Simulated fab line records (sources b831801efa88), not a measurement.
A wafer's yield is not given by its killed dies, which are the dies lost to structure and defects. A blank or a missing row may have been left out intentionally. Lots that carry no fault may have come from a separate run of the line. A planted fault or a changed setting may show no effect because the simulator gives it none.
fab line records / flow sky130
record lots=6 wafers=18 lastDay=54
route steps=708 shown GATE_OXIDE@191 POLY_GATE@204 PAD_OPEN@708
lots with no fault: from the same line, run without faults
startH: the number of hours between the record's first day and the start of the first shown wafer of the lot / waitH: hours elapsed since this lot's preceding step / " as in the row above / L1.1+2: a row that stands for several wafers / - value missing, or start not given / * or withheld: withheld / < > ~ a bound
route shown NAME@n: names a module that has steps shown in the file, with the first one's number in the route / usual: mean/standard deviation taken from wafers without a fault / same: alike in all rows / chamber/n: place in a boat / sites: per-site readings / _std_site: standard deviation of those values / _edge_site: outer sites' mean less inner sites' / radiusMm: for every site, how far away it sits from the centre of the wafer / mask NAME#n: copy n / behind: the last tool/chamber to shape the wafer / hold: what put the lot on hold/how long, in hours/how the hold closed / device: the n, p or np transistor that did not switch / end of line: the tests these same wafers got at the end of their route / for a step that has no rows: nothing shown but its recipe / killed: dies lost to structure and defects at the first sort, not the wafer's yield / map: a wafer's dies, x killed, . not, _ none there
set.NAME: the run value of the setting; set.NAME@STEP: its run value at that earlier step / model.NAME: the simulator's own value behind a step, which no gauge read
lots seen at some steps along the route; tables by step, rows by wafer
services: the hour from which a tool's chamber was out of use, counted from the record's first day as startH (under 0 if before that day), plus the number of hours and why
## steps
# step SKY_GATE_OXIDE_HMDS_04
# recipe primeTimeS=60 primeTempC=120
# step SKY_GATE_OXIDE_COAT_05
# recipe resist=NOVOLAK spinRpm=3000 resistThkNm=1140
# step SKY_GATE_OXIDE_SOFTBAKE_06
# recipe tempC=90 timeS=60 resist=NOVOLAK
# step SKY_GATE_OXIDE_EXPOSE_07
# recipe maskId=LVOM na=0.6 sourceShape=conventional sigmaOuter=0.6 polarization=unpolarized targetCdNm=600 doseMj=170
# step SKY_GATE_OXIDE_PEB_08
# recipe tempC=withheld timeS=* resist=NOVOLAK
# step SKY_GATE_OXIDE_DEVELOP_09
# recipe resist=NOVOLAK developer=TMAH developTimeS=60 devTempC=23
# step SKY_GATE_OXIDE_OVL_MEAS_10
# usual GATE_OXIDE_OVL=-1.3/1.4
lot.wafer=L877.2 tool=overlay-01 chamber=- startH=358.88 waitH=0.1 GATE_OXIDE_OVL[nm]=-3.5
lot.wafer=L877.4 tool=overlay-01 chamber=- startH=358.88 waitH=0.1 GATE_OXIDE_OVL[nm]=-1.2
lot.wafer=L877.5 tool=overlay-01 chamber=- startH=358.88 waitH=0.1 GATE_OXIDE_OVL[nm]=-2.0
lot.wafer=L880.3 tool=overlay-02 chamber=- startH=385.83 waitH=0.1 GATE_OXIDE_OVL[nm]=-1.0
lot.wafer=L880.5 tool=overlay-02 chamber=- startH=385.83 waitH=0.1 GATE_OXIDE_OVL[nm]=1.1
lot.wafer=L880.6 tool=overlay-02 chamber=- startH=385.83 waitH=0.1 GATE_OXIDE_OVL[nm]=0.8
lot.wafer=L882.2 tool=overlay-02 chamber=- startH=399.10 waitH=0.1 GATE_OXIDE_OVL[nm]=-0.5
lot.wafer=L882.3 tool=overlay-02 chamber=- startH=399.10 waitH=0.1 GATE_OXIDE_OVL[nm]=-1.7
lot.wafer=L882.5 tool=overlay-02 chamber=- startH=399.10 waitH=0.1 GATE_OXIDE_OVL[nm]=-0.1
lot.wafer=L883.1 tool=overlay-01 chamber=- startH=408.77 waitH=0.1 GATE_OXIDE_OVL[nm]=-1.7
lot.wafer=L883.2 tool=overlay-01 chamber=- startH=408.77 waitH=0.1 GATE_OXIDE_OVL[nm]=-2.1
lot.wafer=L883.5 tool=overlay-01 chamber=- startH=408.77 waitH=0.1 GATE_OXIDE_OVL[nm]=-0.7
lot.wafer=L886.1 tool=overlay-01 chamber=- startH=435.82 waitH=0.1 GATE_OXIDE_OVL[nm]=-2.9
lot.wafer=L886.4 tool=overlay-01 chamber=- startH=435.82 waitH=0.1 GATE_OXIDE_OVL[nm]=-0.9
lot.wafer=L886.6 tool=overlay-01 chamber=- startH=435.82 waitH=0.1 GATE_OXIDE_OVL[nm]=-2.0
lot.wafer=L894.1 tool=overlay-01 chamber=- startH=503.69 waitH=0.1 GATE_OXIDE_OVL[nm]=-1.0
lot.wafer=L894.3 tool=overlay-01 chamber=- startH=503.69 waitH=0.1 GATE_OXIDE_OVL[nm]=0.1
lot.wafer=L894.6 tool=overlay-01 chamber=- startH=503.69 waitH=0.1 GATE_OXIDE_OVL[nm]=-1.2
# step SKY_GATE_OXIDE_IMPLANT_11
# recipe species=B energyKev=10 doseCm2=2.6e+12 tiltDeg=withheld
# step SKY_GATE_OXIDE_WET_ETCH_12
# recipe chemistry=dHF targetDepthNm=16.8 dry=n2Spin target=SiO2 dilution=100:1 tempC=25 timeS=336
# step SKY_GATE_OXIDE_STRIP_13
# recipe chemistry=O2/N2 powerW=1400 pressureMtorr=1500 platenTempC=withheld o2FlowSccm=3000 n2FlowSccm=300 overashFraction=0.5
# usual drypumpMotorCurrentA=5.82/0.3 oesProductAu=0.716/0.0046 stripTimeToEndpointS=14.16/0.038
# same overashFraction=0.5
lot.wafer=L877.2 tool=plasmaAsher-01 chamber=0 startH=359.17 waitH=0.0 drypumpMotorCurrentA=6.54 oesProductAu=0.714 rfHoursCounterH=67 stripTimeToEndpointS=14.18
lot.wafer=L877.4 tool=plasmaAsher-01 chamber=1 startH=359.17 waitH=0.0 drypumpMotorCurrentA=6.01 oesProductAu=0.716 rfHoursCounterH=- stripTimeToEndpointS=14.11
lot.wafer=L877.5 tool=plasmaAsher-01 chamber=0 startH=359.17 waitH=0.0 drypumpMotorCurrentA=6.52 oesProductAu=0.712 rfHoursCounterH=- stripTimeToEndpointS=14.16
lot.wafer=L880.3 tool=plasmaAsher-04 chamber=1 startH=386.14 waitH=0.0 drypumpMotorCurrentA=5.58 oesProductAu=0.717 rfHoursCounterH=- stripTimeToEndpointS=14.25
lot.wafer=L880.5 tool=plasmaAsher-04 chamber=0 startH=386.14 waitH=0.0 drypumpMotorCurrentA=5.83 oesProductAu=0.718 rfHoursCounterH=- stripTimeToEndpointS=14.23
lot.wafer=L880.6 tool=plasmaAsher-04 chamber=1 startH=386.14 waitH=0.0 drypumpMotorCurrentA=5.51 oesProductAu=0.712 rfHoursCounterH=- stripTimeToEndpointS=14.18
lot.wafer=L882.2 tool=plasmaAsher-03 chamber=1 startH=399.38 waitH=0.0 drypumpMotorCurrentA=5.69 oesProductAu=0.725 rfHoursCounterH=53 stripTimeToEndpointS=14.11
lot.wafer=L882.3 tool=plasmaAsher-03 chamber=0 startH=399.38 waitH=0.0 drypumpMotorCurrentA=5.67 oesProductAu=0.720 rfHoursCounterH=- stripTimeToEndpointS=14.13
lot.wafer=L882.5 tool=plasmaAsher-03 chamber=0 startH=399.38 waitH=0.0 drypumpMotorCurrentA=5.69 oesProductAu=0.712 rfHoursCounterH=- stripTimeToEndpointS=14.14
lot.wafer=L883.1 tool=plasmaAsher-01 chamber=0 startH=409.06 waitH=0.0 drypumpMotorCurrentA=6.52 oesProductAu=0.714 rfHoursCounterH=72 stripTimeToEndpointS=14.17
lot.wafer=L883.2 tool=plasmaAsher-01 chamber=1 startH=409.06 waitH=0.0 drypumpMotorCurrentA=6.00 oesProductAu=0.719 rfHoursCounterH=72 stripTimeToEndpointS=14.16
lot.wafer=L883.5 tool=plasmaAsher-01 chamber=0 startH=409.06 waitH=0.0 drypumpMotorCurrentA=6.50 oesProductAu=0.715 rfHoursCounterH=- stripTimeToEndpointS=14.19
lot.wafer=L886.1 tool=plasmaAsher-03 chamber=0 startH=436.23 waitH=0.0 drypumpMotorCurrentA=5.68 oesProductAu=0.714 rfHoursCounterH=57 stripTimeToEndpointS=14.14
lot.wafer=L886.4 tool=plasmaAsher-03 chamber=0 startH=436.23 waitH=0.0 drypumpMotorCurrentA=5.69 oesProductAu=0.720 rfHoursCounterH=- stripTimeToEndpointS=14.10
lot.wafer=L886.6 tool=plasmaAsher-03 chamber=0 startH=436.23 waitH=0.0 drypumpMotorCurrentA=5.71 oesProductAu=0.714 rfHoursCounterH=- stripTimeToEndpointS=14.07
lot.wafer=L894.1 tool=plasmaAsher-03 chamber=1 startH=504.10 waitH=0.0 drypumpMotorCurrentA=5.69 oesProductAu=0.717 rfHoursCounterH=63 stripTimeToEndpointS=14.15
lot.wafer=L894.3 tool=plasmaAsher-03 chamber=0 startH=504.10 waitH=0.0 drypumpMotorCurrentA=5.69 oesProductAu=0.706 rfHoursCounterH=- stripTimeToEndpointS=14.13
lot.wafer=L894.6 tool=plasmaAsher-03 chamber=1 startH=504.10 waitH=0.0 drypumpMotorCurrentA=5.67 oesProductAu=0.725 rfHoursCounterH=- stripTimeToEndpointS=14.12
# step SKY_GATE_OXIDE_TW_MEAS_14
# usual GATE_OXIDE_TW=226.9/2.5
lot.wafer=L877.2 tool=filmMetro-04 chamber=- startH=359.28 waitH=0.1 GATE_OXIDE_TW=230.3
lot.wafer=L877.4 tool=filmMetro-04 chamber=- startH=359.28 waitH=0.1 GATE_OXIDE_TW=230.0
lot.wafer=L877.5 tool=filmMetro-04 chamber=- startH=359.28 waitH=0.1 GATE_OXIDE_TW=229.7
lot.wafer=L880.3 tool=filmMetro-04 chamber=- startH=386.23 waitH=0.1 GATE_OXIDE_TW=228.9
lot.wafer=L880.5 tool=filmMetro-04 chamber=- startH=386.23 waitH=0.1 GATE_OXIDE_TW=229.9
lot.wafer=L880.6 tool=filmMetro-04 chamber=- startH=386.23 waitH=0.1 GATE_OXIDE_TW=228.6
lot.wafer=L882.2 tool=filmMetro-04 chamber=- startH=399.49 waitH=0.1 GATE_OXIDE_TW=228.8
lot.wafer=L882.3 tool=filmMetro-04 chamber=- startH=399.49 waitH=0.1 GATE_OXIDE_TW=229.8
lot.wafer=L882.5 tool=filmMetro-04 chamber=- startH=399.49 waitH=0.1 GATE_OXIDE_TW=230.2
lot.wafer=L883.1 tool=filmMetro-04 chamber=- startH=409.16 waitH=0.1 GATE_OXIDE_TW=230.2
lot.wafer=L883.2 tool=filmMetro-04 chamber=- startH=409.16 waitH=0.1 GATE_OXIDE_TW=230.6
lot.wafer=L883.5 tool=filmMetro-04 chamber=- startH=409.16 waitH=0.1 GATE_OXIDE_TW=229.0
lot.wafer=L886.1 tool=filmMetro-02 chamber=- startH=436.33 waitH=0.1 GATE_OXIDE_TW=224.3
lot.wafer=L886.4 tool=filmMetro-02 chamber=- startH=436.33 waitH=0.1 GATE_OXIDE_TW=223.4
lot.wafer=L886.6 tool=filmMetro-02 chamber=- startH=436.33 waitH=0.1 GATE_OXIDE_TW=223.3
lot.wafer=L894.1 tool=filmMetro-04 chamber=- startH=504.20 waitH=0.1 GATE_OXIDE_TW=230.4
lot.wafer=L894.3 tool=filmMetro-04 chamber=- startH=504.20 waitH=0.1 GATE_OXIDE_TW=229.8
lot.wafer=L894.6 tool=filmMetro-04 chamber=- startH=504.20 waitH=0.1 GATE_OXIDE_TW=230.5
# step SKY_GATE_OXIDE_CLEAN_15
# recipe chemistry=SC1/SC2 mix=1:4:20 tempC=70 timeS=150 dry=n2Spin
# step SKY_GATE_OXIDE_OXIDATION_16
# recipe tempC=800 ambient=O2 idleTempC=700 rampUpCPerMin=10 rampDownCPerMin=3 stabiliseS=600 purgeS=300 targetThkA=35.7 oxTimeS=1915
lot.wafer=L877.2+4+5 tool=furnace-02 chamber=0 startH=359.70 waitH=0.3
lot.wafer=L880.3+5+6 tool=furnace-02 chamber=0 startH=388.29 waitH=2.0
lot.wafer=L882.2+3+5 tool=furnace-01 chamber=0 startH=399.74 waitH=0.1
lot.wafer=L894.1+3+6 tool=furnace-01 chamber=0 startH=504.37 waitH=0.0
lot.wafer=L883.1+2+5 tool=furnace-01 chamber=0 startH=529.67 waitH=120.4
lot.wafer=L886.1+4+6 tool=furnace-01 chamber=0 startH=557.84 waitH=121.4
# step SKY_POLY_GATE_CVD_00
# recipe material=poly-Si targetThkNm=180 tempC=620 timeS=720 pressureMtorr=200
# step SKY_PAD_OPEN_PROBE_99
# usual killed_at_M0_to_M3=44/7.5 killed_at_M4_up=3.1/1.7 killedAtContacts=24/6.2 killedAtFrontEnd=15/4.2 killedAtOther=0.4/0.58 killedDies=85/10 killedOpen=47/7.7 killedShort=38/6.4
# same grossDies=492 killedAtBackSide=0
lot.wafer=L877.2 tool=prober-01 chamber=- startH=1108.28 waitH=0.1 killed_at_M0_to_M3=49 killed_at_M4_up=3 killedAtContacts=21 killedAtFrontEnd=9 killedAtOther=0 killedDies=82 killedOpen=54 killedShort=28 model.etest.capThinOxide.gateBvV=7.034
lot.wafer=L877.4 tool=prober-01 chamber=- startH=1108.38 waitH=0.2 killed_at_M0_to_M3=42 killed_at_M4_up=0 killedAtContacts=13 killedAtFrontEnd=26 killedAtOther=1 killedDies=82 killedOpen=47 killedShort=34 model.etest.capThinOxide.gateBvV=6.903
lot.wafer=L877.5 tool=prober-01 chamber=- startH=1108.43 waitH=0.2 killed_at_M0_to_M3=44 killed_at_M4_up=6 killedAtContacts=22 killedAtFrontEnd=10 killedAtOther=2 killedDies=84 killedOpen=39 killedShort=43 model.etest.capThinOxide.gateBvV=6.948
lot.wafer=L880.3 tool=prober-02 chamber=- startH=1130.00 waitH=0.2 killed_at_M0_to_M3=48 killed_at_M4_up=5 killedAtContacts=30 killedAtFrontEnd=13 killedAtOther=0 killedDies=96 killedOpen=53 killedShort=43 model.etest.capThinOxide.gateBvV=6.932
lot.wafer=L880.5 tool=prober-02 chamber=- startH=1130.10 waitH=0.2 killed_at_M0_to_M3=39 killed_at_M4_up=5 killedAtContacts=25 killedAtFrontEnd=14 killedAtOther=0 killedDies=83 killedOpen=51 killedShort=31 model.etest.capThinOxide.gateBvV=6.673
lot.wafer=L880.6 tool=prober-02 chamber=- startH=1130.15 waitH=0.2 killed_at_M0_to_M3=41 killed_at_M4_up=6 killedAtContacts=26 killedAtFrontEnd=11 killedAtOther=2 killedDies=86 killedOpen=44 killedShort=42 model.etest.capThinOxide.gateBvV=7.028
lot.wafer=L882.2 tool=prober-01 chamber=- startH=1137.88 waitH=0.1 killed_at_M0_to_M3=41 killed_at_M4_up=2 killedAtContacts=36 killedAtFrontEnd=13 killedAtOther=1 killedDies=93 killedOpen=56 killedShort=37 model.etest.capThinOxide.gateBvV=6.816
lot.wafer=L882.3 tool=prober-01 chamber=- startH=1137.93 waitH=0.2 killed_at_M0_to_M3=46 killed_at_M4_up=4 killedAtContacts=39 killedAtFrontEnd=25 killedAtOther=0 killedDies=114 killedOpen=60 killedShort=54 model.etest.capThinOxide.gateBvV=6.798
lot.wafer=L882.5 tool=prober-01 chamber=- startH=1138.03 waitH=0.2 killed_at_M0_to_M3=32 killed_at_M4_up=5 killedAtContacts=38 killedAtFrontEnd=16 killedAtOther=1 killedDies=92 killedOpen=50 killedShort=42 model.etest.capThinOxide.gateBvV=6.984
lot.wafer=L894.1 tool=prober-01 chamber=- startH=1207.99 waitH=0.1 killed_at_M0_to_M3=64 killed_at_M4_up=1 killedAtContacts=24 killedAtFrontEnd=15 killedAtOther=0 killedDies=104 killedOpen=55 killedShort=49 model.etest.capThinOxide.gateBvV=7.221
lot.wafer=L894.3 tool=prober-01 chamber=- startH=1208.09 waitH=0.2 killed_at_M0_to_M3=45 killed_at_M4_up=3 killedAtContacts=34 killedAtFrontEnd=12 killedAtOther=1 killedDies=95 killedOpen=60 killedShort=35 model.etest.capThinOxide.gateBvV=7.114
lot.wafer=L894.6 tool=prober-01 chamber=- startH=1208.24 waitH=0.2 killed_at_M0_to_M3=39 killed_at_M4_up=3 killedAtContacts=26 killedAtFrontEnd=17 killedAtOther=0 killedDies=85 killedOpen=46 killedShort=39 model.etest.capThinOxide.gateBvV=7.206
lot.wafer=L883.1 tool=prober-01 chamber=- startH=1262.52 waitH=0.1 killed_at_M0_to_M3=33 killed_at_M4_up=8 killedAtContacts=23 killedAtFrontEnd=6 killedAtOther=3 killedDies=73 killedOpen=37 killedShort=31 model.etest.capThinOxide.gateBvV=6.448
lot.wafer=L883.2 tool=prober-01 chamber=- startH=1262.57 waitH=0.1 killed_at_M0_to_M3=34 killed_at_M4_up=4 killedAtContacts=25 killedAtFrontEnd=12 killedAtOther=0 killedDies=75 killedOpen=42 killedShort=31 model.etest.capThinOxide.gateBvV=6.429
lot.wafer=L883.5 tool=prober-01 chamber=- startH=1262.72 waitH=0.2 killed_at_M0_to_M3=37 killed_at_M4_up=8 killedAtContacts=15 killedAtFrontEnd=15 killedAtOther=0 killedDies=75 killedOpen=45 killedShort=29 model.etest.capThinOxide.gateBvV=6.41
lot.wafer=L886.1 tool=prober-02 chamber=- startH=1286.18 waitH=0.1 killed_at_M0_to_M3=52 killed_at_M4_up=5 killedAtContacts=21 killedAtFrontEnd=15 killedAtOther=0 killedDies=93 killedOpen=48 killedShort=45 model.etest.capThinOxide.gateBvV=6.413
lot.wafer=L886.4 tool=prober-02 chamber=- startH=1286.33 waitH=0.2 killed_at_M0_to_M3=53 killed_at_M4_up=5 killedAtContacts=23 killedAtFrontEnd=18 killedAtOther=0 killedDies=99 killedOpen=56 killedShort=43 model.etest.capThinOxide.gateBvV=6.183
lot.wafer=L886.6 tool=prober-02 chamber=- startH=1286.43 waitH=0.2 killed_at_M0_to_M3=58 killed_at_M4_up=4 killedAtContacts=42 killedAtFrontEnd=15 killedAtOther=0 killedDies=119 killedOpen=74 killedShort=45 model.etest.capThinOxide.gateBvV=6.47
# killed by level:class
L877.2 VIA1:geometricParticle:open=11 CONTACT:geometricParticle:open=9 METAL2:geometricParticle:short=8 VIA2:geometricParticle:open=8 VIA3:geometricParticle:open=6 LI_CONTACT:geometricParticle:open=5 METAL1:geometricParticle:open=4 VIA2:geometricParticle:short=4
L877.4 VIA1:geometricParticle:open=10 VIA2:geometricParticle:open=9 POLY_GATE:geometricParticle:open=7 FIELD_ISO:geometricParticle:open=6 LI_CONTACT:geometricParticle:open=6 METAL2:geometricParticle:short=6 METAL1:geometricParticle:short=5 FIELD_ISO:geometricParticle:short=4
L877.5 VIA1:geometricParticle:open=9 CONTACT:geometricParticle:short=8 LI_CONTACT:geometricParticle:open=7 VIA2:geometricParticle:open=7 METAL1:geometricParticle:short=6 FIELD_ISO:geometricParticle:short=5 VIA3:geometricParticle:open=5 CONTACT:geometricParticle:open=4
L880.3 VIA1:geometricParticle:open=15 CONTACT:geometricParticle:open=14 LOCAL_INTERCONNECT:geometricParticle:short=8 METAL1:geometricParticle:short=8 VIA3:geometricParticle:open=8 VIA1:geometricParticle:short=6 METAL4:geometricParticle:short=5 POLY_GATE:geometricParticle:open=4
L880.5 VIA1:geometricParticle:open=10 LI_CONTACT:geometricParticle:open=8 CONTACT:geometricParticle:open=7 CONTACT:geometricParticle:short=5 VIA3:geometricParticle:short=5 VIA2:geometricParticle:open=5 VIA3:geometricParticle:open=5 VIA1:geometricParticle:short=4
L880.6 VIA1:geometricParticle:open=11 CONTACT:geometricParticle:open=9 LOCAL_INTERCONNECT:geometricParticle:short=6 CONTACT:geometricParticle:short=6 METAL2:geometricParticle:short=6 VIA2:geometricParticle:short=5 VIA3:geometricParticle:open=4 POLY_GATE:geometricParticle:open=3
L882.2 CONTACT:geometricParticle:open=14 VIA1:geometricParticle:open=10 LI_CONTACT:geometricParticle:open=10 VIA1:geometricParticle:short=7 VIA3:geometricParticle:open=6 LI_CONTACT:geometricParticle:short=5 METAL2:geometricParticle:short=4 POLY_GATE:geometricParticle:open=4
L882.3 CONTACT:geometricParticle:open=11 FIELD_ISO:geometricParticle:short=10 LI_CONTACT:geometricParticle:open=10 CONTACT:geometricParticle:short=9 METAL1:geometricParticle:short=8 VIA3:geometricParticle:open=8 VIA1:geometricParticle:open=7 VIA2:geometricParticle:open=7
L882.5 LI_CONTACT:geometricParticle:open=11 CONTACT:geometricParticle:open=10 VIA1:geometricParticle:open=8 CONTACT:geometricParticle:short=5 METAL4:geometricParticle:short=5 FIELD_ISO:geometricParticle:open=4 POLY_GATE:geometricParticle:open=4 LI_CONTACT:geometricParticle:short=4
L894.1 VIA1:geometricParticle:open=11 VIA3:geometricParticle:open=10 VIA2:geometricParticle:open=9 METAL2:geometricParticle:short=9 LI_CONTACT:geometricParticle:open=8 CONTACT:geometricParticle:open=6 METAL1:geometricParticle:short=6 POLY_GATE:geometricParticle:short=5
L894.3 CONTACT:geometricParticle:open=20 VIA1:geometricParticle:open=10 VIA2:geometricParticle:open=10 LI_CONTACT:geometricParticle:open=6 METAL1:geometricParticle:short=5 VIA3:geometricParticle:open=5 POLY_GATE:geometricParticle:short=4 CONTACT:geometricParticle:short=4
L894.6 CONTACT:geometricParticle:open=13 VIA1:geometricParticle:open=9 VIA3:geometricParticle:open=8 POLY_GATE:geometricParticle:short=6 POLY_GATE:geometricParticle:open=5 VIA2:geometricParticle:open=5 CONTACT:geometricParticle:short=5 FIELD_ISO:geometricParticle:short=4
L883.1 VIA1:geometricParticle:open=13 CONTACT:geometricParticle:open=8 LI_CONTACT:geometricParticle:open=6 METAL1:geometricParticle:short=5 LOCAL_INTERCONNECT:geometricParticle:short=4 VIA2:geometricParticle:open=4 METAL4:geometricParticle:short=4 POLY_GATE:geometricParticle:short=3
L883.2 VIA1:geometricParticle:open=13 LI_CONTACT:geometricParticle:open=12 METAL1:geometricParticle:short=7 CONTACT:geometricParticle:open=6 METAL2:geometricParticle:short=4 CONTACT:geometricParticle:short=4 VIA1:geometricParticle:short=3 FIELD_ISO:geometricParticle:open=2
L883.5 VIA1:geometricParticle:open=7 CONTACT:geometricParticle:open=6 METAL1:geometricParticle:short=6 VIA2:geometricParticle:open=6 METAL4:geometricParticle:short=5 VIA3:geometricParticle:open=5 FIELD_ISO:geometricParticle:open=4 LI_CONTACT:geometricParticle:open=4
L886.1 VIA1:geometricParticle:open=10 VIA2:geometricParticle:open=9 VIA3:geometricParticle:open=8 METAL2:geometricParticle:short=7 FIELD_ISO:geometricParticle:short=5 CONTACT:geometricParticle:short=5 CONTACT:geometricParticle:open=5 METAL1:geometricParticle:short=5
L886.4 VIA1:geometricParticle:open=15 LI_CONTACT:geometricParticle:open=11 METAL2:geometricParticle:short=9 CONTACT:geometricParticle:short=7 FIELD_ISO:geometricParticle:short=6 VIA2:geometricParticle:open=6 VIA3:geometricParticle:open=6 METAL1:geometricParticle:short=5
L886.6 CONTACT:geometricParticle:open=16 VIA1:geometricParticle:open=12 LI_CONTACT:geometricParticle:open=11 VIA2:geometricParticle:open=11 VIA3:geometricParticle:open=9 CONTACT:geometricParticle:short=6 VIA3:geometricParticle:short=6 FIELD_ISO:geometricParticle:open=5
## services
tool=plasmaAsher-03 chamber=- startH=384.59 hours=0.4 kind=repair
tool=furnace-01 chamber=- startH=389.57 hours=7.8 kind=repair
tool=furnace-02 chamber=- startH=407.98 hours=2.5 kind=pm
tool=plasmaAsher-01 chamber=- startH=421.25 hours=9.0 kind=pm
tool=plasmaAsher-01 chamber=0 startH=421.25 hours=9.0 kind=ventCycle
tool=plasmaAsher-01 chamber=1 startH=421.25 hours=9.0 kind=ventCycle
tool=plasmaAsher-01 chamber=0 startH=430.25 hours=- kind=clean
tool=plasmaAsher-01 chamber=1 startH=430.25 hours=- kind=clean
tool=furnace-01 chamber=- startH=433.82 hours=2.8 kind=pm
tool=furnace-01 chamber=- startH=449.71 hours=15.0 kind=pm
tool=plasmaAsher-04 chamber=- startH=453.98 hours=2.1 kind=repair
tool=plasmaAsher-03 chamber=- startH=474.05 hours=2.6 kind=repair
tool=plasmaAsher-01 chamber=- startH=519.50 hours=24.5 kind=repair
tool=plasmaAsher-01 chamber=- startH=543.53 hours=1.4 kind=repair
## key
firstSign step=SKY_GATE_OXIDE_OXIDATION_16 reading=waitH direction=changed
effect none on later readings
modelEffect step=SKY_PAD_OPEN_PROBE_99 value=etest.capThinOxide.gateBvV without=6.844 struck=6.392
metAt SKY_GATE_OXIDE_OXIDATION_16
struckWafers L883.1,L883.2,L883.5,L886.1,L886.4,L886.6
testerLeftOut L883,L886
fault kind=queueTimeViolation tool=furnace-01,furnace-02 chamber=0 onsetH=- steps=SKY_GATE_OXIDE_OXIDATION_16 delayHr=120 scope=struckLotsOnly
# testerLeftOut: of these lots the tester's yield and bins aren't shown, on N5 and GAA mostly nor the transistor test; their killed dies are dies lost to structure and defects alone, not to doping, threshold or leakage, so they don't give the yield
